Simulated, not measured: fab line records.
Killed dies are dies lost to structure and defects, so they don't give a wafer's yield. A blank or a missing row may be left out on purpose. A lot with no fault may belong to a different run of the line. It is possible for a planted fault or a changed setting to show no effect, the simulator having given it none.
Struck lot and sound lot, side by side | flow sky130 | 15 out of 708 route steps
Sound: wafers L968.2, L968.4, L968.6. Struck: wafer L975.4; the same lot's L975.3 was not struck, so it is left out; see the end for the cause.
For every step that has rows: the tool of each side, followed by ch and its chambers, followed by its first start. Under that, the readings that differ: sound wafers | struck wafers | difference of the means | sigmas: that difference in standard deviations of wafers without a fault.
alike: readings with means less than 2 such deviations apart, plus words and numbers identical on both sides. not compared: withheld readings, readings lacking a value on some wafer, bounds such as >300 that could conceal the same value, and numbers that have no deviation in the record and whose values overlap.
The two part at a step that has a row with sigmas, a row that says differs or no value, or rows on one side only. When numbers do not overlap yet have no deviation, they are printed without sigmas and do not part them. A reading missing from all wafers of one side parts the sides only when that side holds two or more wafers.

first, 3 steps without rows for these wafers: SKY_CONTACT_EXPOSE_11 (exposes mask CTM1, target cd 170 nm); SKY_CONTACT_PEB_12; SKY_CONTACT_DEVELOP_13 (develop time 60 s).
SKY_CONTACT_CD_MEAS_14 targets a cd of 170 nm.
  sound on cd-sem-01 at day 35 22:59; struck on cd-sem-01 at day 37 16:10
  alike: cd-nm
SKY_CONTACT_OVL_MEAS_15:
  sound on overlay-01 at day 35 23:05; struck on overlay-01 at day 37 16:15
  alike: CONTACT_OVL
SKY_CONTACT_ETCH_16: etches BARC in N2/H2, stops on SiO2, time 45.9 s, target depth 60 nm.
  sound on rie-diel-04 ch 1,2,3, day 35 23:07; struck on rie-diel-01 ch 2, day 37 16:16
  alike: drypump-motor-current-A, oes-product-au, throttle-valve-pct
  not compared: rf-hours-counter-h
SKY_CONTACT_ETCH_17: etches SiO2 in C4F8/O2/Ar, stops on Si3N4, target depth 340 nm.
  sound on rie-diel-04 ch 1,2,3, day 35 23:10; struck on rie-diel-01 ch 2, day 37 16:19
  alike: oes-product-au
SKY_CONTACT_ETCH_18: etches Si3N4 in CHF3/O2, stops on TiN, time 39 s, target depth 75 nm.
  sound: rie-diel-04 ch 1,2,3; struck: rie-diel-01 ch 2
  alike: drypump-motor-current-A, oes-product-au, throttle-valve-pct
  not compared: rf-hours-counter-h
SKY_CONTACT_STRIP_19: strips in O2/N2.
  sound on plasma-asher-01 ch 0,1, day 35 23:15; struck on plasma-asher-01 ch 0, day 37 16:26
  alike: drypump-motor-current-A, oes-product-au, strip-time-to-endpoint-s
  not compared: rf-hours-counter-h
then, 3 steps without rows for these wafers: SKY_CONTACT_STRIP_20 (strips in post etch residue remover, time 1200 s); SKY_CONTACT_CLEAN_21 (cleans in IPA, time 180 s); SKY_CONTACT_CLEAN_22 (cleans in O3/DIW).
SKY_CONTACT_SPUTTER_23: material TiN, target thk 20 nm, time 80 s.
  sound on pvd-sputter-03 at day 35 23:51; struck on pvd-sputter-03 at day 37 17:02
  reading                                     | sound            | struck | difference | sigmas
  model.TiN_of_CONTACT_SPUTTER_23.thk-nm (nm) | 20.3 20.04 20.03 | 32.86  | +12.74     |
  alike: throttle-valve-pct
SKY_CONTACT_CVD_24: deposits W, target thk 340 nm, time 102.12 s.
  sound on cvd-w-02 ch 0,1, day 35 23:55; struck on cvd-w-02 ch 0, day 37 17:08
  alike: heater-power-w
  not compared: since-wet-clean-h
SKY_PAD_OPEN_PROBE_99:
  the record has rows for the sound wafers here (prober-02, day 49 01:33) and none for the struck ones

## WHERE THEY PART
Only at SKY_PAD_OPEN_PROBE_99, as far as this record shows.

WHY: what had been put in by the simulator
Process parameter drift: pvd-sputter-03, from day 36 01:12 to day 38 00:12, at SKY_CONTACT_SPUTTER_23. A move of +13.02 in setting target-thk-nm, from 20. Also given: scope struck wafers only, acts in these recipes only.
